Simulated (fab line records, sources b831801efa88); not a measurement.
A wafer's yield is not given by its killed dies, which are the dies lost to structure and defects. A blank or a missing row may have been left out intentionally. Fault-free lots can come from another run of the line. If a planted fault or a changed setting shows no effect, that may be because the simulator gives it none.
Which of the tools did it? :: flow sfq_line :: 42 wafers sampled from 14 lots at 1 step of a route of 325

== WHAT THE GAUGES SHOWED, per wafer ==
No reading from a measuring or inspecting step in the record can be judged against a usual standard deviation.

== WHICH TOOL RAN EACH LOT (tool, then ch and the chambers of the sampled wafers, then the start) ==
lot: L988
SFQ_TRILAYER_I6_VIA_LITHO_COAT_174: litho_track-02 ch 0, day 71 14:34

lot: L990
SFQ_TRILAYER_I6_VIA_LITHO_COAT_174: litho_track-03 ch 0, day 72 11:22

lot: L991
SFQ_TRILAYER_I6_VIA_LITHO_COAT_174: litho_track-03 ch 0, day 72 18:31

lot: L992
SFQ_TRILAYER_I6_VIA_LITHO_COAT_174: litho_track-03 ch 0, day 72 22:07

lot: L993
SFQ_TRILAYER_I6_VIA_LITHO_COAT_174: litho_track-01 ch 0, day 73 04:10

lot: L994
SFQ_TRILAYER_I6_VIA_LITHO_COAT_174: litho_track-03 ch 0, day 73 09:16

lot: L101
SFQ_TRILAYER_I6_VIA_LITHO_COAT_174: litho_track-01 ch 0, day 76 16:09

lot: L102
SFQ_TRILAYER_I6_VIA_LITHO_COAT_174: litho_track-03 ch 0, day 76 19:47

lot: L104
SFQ_TRILAYER_I6_VIA_LITHO_COAT_174: litho_track-03 ch 0, day 77 20:51

lot: L106
SFQ_TRILAYER_I6_VIA_LITHO_COAT_174: litho_track-03 ch 0, day 78 09:31

lot: L107
SFQ_TRILAYER_I6_VIA_LITHO_COAT_174: litho_track-03 ch 0, day 78 17:45

lot: L108
SFQ_TRILAYER_I6_VIA_LITHO_COAT_174: litho_track-03 ch 0, day 78 18:44

lot: L109
SFQ_TRILAYER_I6_VIA_LITHO_COAT_174: litho_track-01 ch 0, day 79 06:35

lot: L110
SFQ_TRILAYER_I6_VIA_LITHO_COAT_174: litho_track-01 ch 0, day 79 13:49
- SFQ_TRILAYER_I6_VIA_LITHO_COAT_174: resist thk 62 nm.

== AS READ BY THE TOOLS THEMSELVES (means over the sampled wafers that have a number; for cases with no such wafer, the mark the record gives instead) ==
SFQ_TRILAYER_I6_VIA_LITHO_COAT_174. Usual: dispense_pressure_kPa 51 kPa, standard deviation 6; spin_speed_rpm 2999.7 rpm, standard deviation 2.
lot: L988
tool: litho_track-02
dispense_pressure_kPa (kPa): 52
spin_speed_rpm (rpm): 2998.4
flag: 

lot: L990
tool: litho_track-03
dispense_pressure_kPa (kPa): 56
spin_speed_rpm (rpm): 2998.8
flag: 

lot: L991
tool: litho_track-03
dispense_pressure_kPa (kPa): 56
spin_speed_rpm (rpm): 3000.6
flag: 

lot: L992
tool: litho_track-03
dispense_pressure_kPa (kPa): 56
spin_speed_rpm (rpm): 2920.0
flag: OFF

lot: L993
tool: litho_track-01
dispense_pressure_kPa (kPa): 42
spin_speed_rpm (rpm): 2998.5
flag: 

lot: L994
tool: litho_track-03
dispense_pressure_kPa (kPa): 56
spin_speed_rpm (rpm): 2921.1
flag: OFF

lot: L101
tool: litho_track-01
dispense_pressure_kPa (kPa): 42
spin_speed_rpm (rpm): 2998.3
flag: 

lot: L102
tool: litho_track-03
dispense_pressure_kPa (kPa): 56
spin_speed_rpm (rpm): 2997.6
flag: 

lot: L104
tool: litho_track-03
dispense_pressure_kPa (kPa): 56
spin_speed_rpm (rpm): 2997.8
flag: 

lot: L106
tool: litho_track-03
dispense_pressure_kPa (kPa): 56
spin_speed_rpm (rpm): 3000.7
flag: 

lot: L107
tool: litho_track-03
dispense_pressure_kPa (kPa): 56
spin_speed_rpm (rpm): 2997.2
flag: 

lot: L108
tool: litho_track-03
dispense_pressure_kPa (kPa): 56
spin_speed_rpm (rpm): 2999.2
flag: 

lot: L109
tool: litho_track-01
dispense_pressure_kPa (kPa): 42
spin_speed_rpm (rpm): 3001.2
flag: 

lot: L110
tool: litho_track-01
dispense_pressure_kPa (kPa): 42
spin_speed_rpm (rpm): 2999.2
flag: 

== THE ANSWER, worked out from the rows above alone ==
Rule: a lot is off if the mean of its wafers that have a number lies more than 3 standard deviations from the usual mean. A lot without any number at a reading at which 4 lots or more have one is off too. All remaining lots with rows at the step are treated as sound. Order of review: gauges by route order, followed by the tools' own readings, for which a lot's mean as printed above is used. At the first step where some lot is off, the reading lying furthest off is the one used; lots without a number count as furthest.
Off, at SFQ_TRILAYER_I6_VIA_LITHO_COAT_174 on spin_speed_rpm: L992, L994.
If a tool, at that step or one of the process steps before it, ran each lot that is off and ran no sound lot following the first of them, it fits. Not one of the candidates tried fits.

== WHAT THE SIMULATOR HAD INSERTED ==
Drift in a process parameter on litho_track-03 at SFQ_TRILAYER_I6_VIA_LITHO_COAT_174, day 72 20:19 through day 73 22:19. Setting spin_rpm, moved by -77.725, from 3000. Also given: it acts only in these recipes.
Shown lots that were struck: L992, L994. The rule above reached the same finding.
